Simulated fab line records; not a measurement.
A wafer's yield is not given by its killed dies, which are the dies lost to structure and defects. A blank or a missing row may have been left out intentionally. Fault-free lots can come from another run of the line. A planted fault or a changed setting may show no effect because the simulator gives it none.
Lot-split experiment | flow gf180mcu | 27 wafers read from 5 lots, route of 602 steps

## ABOUT THE SPLIT
At GF_M1_SPUTTER_03 (material Ti, target thk 10 nm, time 6.7 s), the setting time-s was moved away from the recipe's 6.7 s on 9 of the 27 wafers read, by -24.5% to +59.6%. The other wafers ran this setting at the recipe's value.

The reading is taken at the split's own step.

## THE READING
Ti_of_M1_SPUTTER_03.thk-nm (the simulator's own value, which no gauge read), in nm, at GF_M1_SPUTTER_03 (material Ti, target thk 10 nm, time 6.7 s). There is no usual value for it anywhere in the file. Across the 18 wafers here that went through the recipe, the average is 9.956 nm and the standard deviation 0.099 nm.

wafer  | tool, chamber at the split | time-s as run, s | against the recipe | Ti_of_M1_SPUTTER_03.thk-nm, nm | against lot-mates on the recipe
L075.1 | pvd-sputter-02, -          | 6.7              | recipe             | 9.969                          | -
L075.2 | pvd-sputter-02, -          | 6.7              | recipe             | 9.939                          | -
L075.3 | pvd-sputter-02, -          | 6.7              | recipe             | 9.852                          | -
L075.4 | pvd-sputter-02, -          | 6.7              | recipe             | 9.942                          | -
L075.5 | pvd-sputter-02, -          | 6.7              | recipe             | 9.853                          | -
L075.6 | pvd-sputter-02, -          | 6.7              | recipe             | 10.01                          | -
L077.1 | pvd-sputter-02, -          | 6.7              | recipe             | 9.956                          | -
L077.2 | pvd-sputter-02, -          | 5.06             | -24.5%             | 7.323                          | -2.570
L077.3 | pvd-sputter-02, -          | 5.06             | -24.5%             | 7.554                          | -2.339
L077.4 | pvd-sputter-02, -          | 6.7              | recipe             | 9.802                          | -
L077.5 | pvd-sputter-02, -          | 6.7              | recipe             | 9.922                          | -
L077.6 | pvd-sputter-02, -          | 5.06             | -24.5%             | 7.409                          | -2.484
L080.1 | pvd-sputter-03, -          | 10.69            | +59.6%             | 15.98                          | +5.929
L080.2 | pvd-sputter-03, -          | 10.69            | +59.6%             | 15.92                          | +5.869
L080.3 | pvd-sputter-03, -          | 6.7              | recipe             | 9.963                          | -
L080.4 | pvd-sputter-03, -          | 6.7              | recipe             | 10.1                           | -
L080.5 | pvd-sputter-03, -          | 10.69            | +59.6%             | 15.91                          | +5.859
L080.6 | pvd-sputter-03, -          | 6.7              | recipe             | 10.09                          | -
L084.2 | pvd-sputter-03, -          | 6.7              | recipe             | 9.915                          | -
L084.5 | pvd-sputter-03, -          | 6.7              | recipe             | 9.771                          | -
L084.6 | pvd-sputter-03, -          | 6.7              | recipe             | 9.95                           | -
L085.1 | pvd-sputter-01, -          | 8.053            | +20.2%             | 12.03                          | +1.974
L085.2 | pvd-sputter-01, -          | 6.7              | recipe             | 10.03                          | -
L085.3 | pvd-sputter-01, -          | 8.053            | +20.2%             | 11.93                          | +1.874
L085.4 | pvd-sputter-01, -          | 8.053            | +20.2%             | 12.34                          | +2.284
L085.5 | pvd-sputter-01, -          | 6.7              | recipe             | 10.17                          | -
L085.6 | pvd-sputter-01, -          | 6.7              | recipe             | 9.967                          | -

THE FIT
A straight line over all 27 wafers: Ti_of_M1_SPUTTER_03.thk-nm changes by +0.101 nm for each +1% of time-s; r = +1.00; the points scatter about the line by 0.12 nm.
The same after taking each lot's own level away (the mean of its wafers on the recipe; 27 wafers): +0.0993 nm for each +1%; r = +1.00; scatter 0.093 nm.
According to that fit, moving time-s by its largest amount changes the reading by 5.9 nm.
Across the lots, their own levels run from 9.8787 to 10.0557 nm, a range of 1.8 times the standard deviation given above.
The two slopes agree, so the slope changes little with the lot-to-lot level.
Check: with one of the wafers moved furthest among these (+59.6%) left out of the fit, the line predicts +5.91 nm for it against its lot-mates. It came out at +5.93 nm against them.

## THE OTHER SPLITS THESE WAFERS WENT THROUGH
Other splits were also applied to these wafers ahead of the reading. Each is held against what the fit with the lots' levels taken away leaves over:
other split on the same wafers          | wafers away from the commonest value | r with Ti_of_M1_SPUTTER_03.thk-nm (lot level and that fit taken away)
GF_STI_OXIDATION_21 ox-time-s           | 18                                   | -0.08
GF_VT_IMPLANT_DEVELOP_28 develop-time-s | 9                                    | -0.04
GF_POLY_GATE_OXIDATION_16 ox-time-s     | 21                                   | +0.05
GF_SAB_DEVELOP_08 develop-time-s        | 6                                    | -0.10

## THE FILE'S OWN FIT
Ti_of_M1_SPUTTER_03.thk-nm changes by +0.0993 nm for each +1% of time-s, r = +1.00.
